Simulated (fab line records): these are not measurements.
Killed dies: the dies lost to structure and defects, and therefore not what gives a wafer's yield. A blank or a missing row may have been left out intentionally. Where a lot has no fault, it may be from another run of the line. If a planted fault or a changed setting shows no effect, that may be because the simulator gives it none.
Struck lot and sound lot, side by side    flow gf180mcu    14 out of 602 route steps
Sound: these wafers, L626.4, L626.5, L626.6. Wafers struck: L635.1, L635.4, L635.6. The cause comes at the end.
Per side, at each step with rows, come the tool, then ch with its chambers, and then its first start. Under that, the readings that differ: sound wafers    struck wafers    difference of the means    sigmas: that difference in standard deviations of wafers without a fault.
alike: same words and numbers on both sides, and readings whose means sit less than 2 such deviations apart. not compared: any withheld reading, any reading some wafer has no value for, any bound like >300 that may hide the same value, and any number with overlapping values for which the record gives no deviation.
A row with sigmas, a row that says differs or no value, or rows on one side alone: a step with any of these is where the two part. When numbers do not overlap yet have no deviation, they are printed without sigmas and do not part them. A reading that every wafer of one side lacks parts them only if that side has two wafers or more.

first, 3 steps without rows for these wafers: GF_STI_EXPOSE_09 (exposes mask COMP, target cd 220 nm); GF_STI_PEB_10 (peb time 90 s); GF_STI_DEVELOP_11 (develop time 60 s).
GF_STI_CD_MEAS_12: target cd 220 nm.
  struck on cd-sem-02, day 5 18:07; sound on cd-sem-01, day 3 19:43
  alike: cd-nm
GF_STI_ETCH_13: etches the open film in CHF3/O2, stops on Si, target depth 282.31 nm, time 112.9 s.
  sound on rie-diel-01 ch 0,2,3, day 3 19:47; struck on rie-diel-03 ch 0,2, day 5 18:14
  alike: bias-w, drypump-motor-current-A, oes-product-au, throttle-valve-pct
  not compared: rf-hours-counter-h
GF_STI_ETCH_14: etches Si in HBr/Cl2/O2, target depth 360 nm, time 102.9 s.
  sound on rie-si-02 ch 1,2, day 3 19:52; struck on rie-si-01 ch 1,2, day 5 18:19
  alike: bias-w, drypump-motor-current-A, oes-product-au, throttle-valve-pct
  not compared: rf-hours-counter-h
GF_STI_STRIP_15: strips in O2/N2.
  sound on plasma-asher-02 ch 0,1, day 3 19:58; struck on plasma-asher-03 ch 0,1, day 5 18:23
  alike: drypump-motor-current-A, heater-power-w, oes-product-au, strip-time-to-endpoint-s
  not compared: rf-hours-counter-h
then, 5 steps without rows for these wafers: GF_STI_CLEAN_16 (cleans in dHF, time 25 s); GF_STI_WET_ETCH_17 (etches Si3N4 in H3PO4, target depth 45 nm, time 514 s); GF_STI_CLEAN_18 (cleans in SC1/SC2, time 150 s); GF_STI_CLEAN_19 (cleans in dHF, time 20 s); GF_STI_WET_ETCH_20 (etches SiO2 in dHF, target depth 20 nm, time 400 s).
GF_STI_OXIDATION_21: stabilise 600 s, purge 300 s, target thk 15 nm.
  sound on furnace-02 ch 0, day 3 20:25; struck on furnace-02, day 5 18:51
  no value came back on the struck wafers for ox-temp-c (C), ox-temp-c-max, tube_center_temp_C_max, zone-power-top-pct (%); on the sound wafers ox-temp-c (C) reads 1000.2 999.8 999.6
then, 1 step without rows for these wafers: GF_STI_CVD_23 (deposits SiO2, target thk 650 nm, time 108.3 s).

WHERE THEY PART
At GF_STI_OXIDATION_21 and nowhere else, as far as this record goes.

WHY: what had been put in by the simulator
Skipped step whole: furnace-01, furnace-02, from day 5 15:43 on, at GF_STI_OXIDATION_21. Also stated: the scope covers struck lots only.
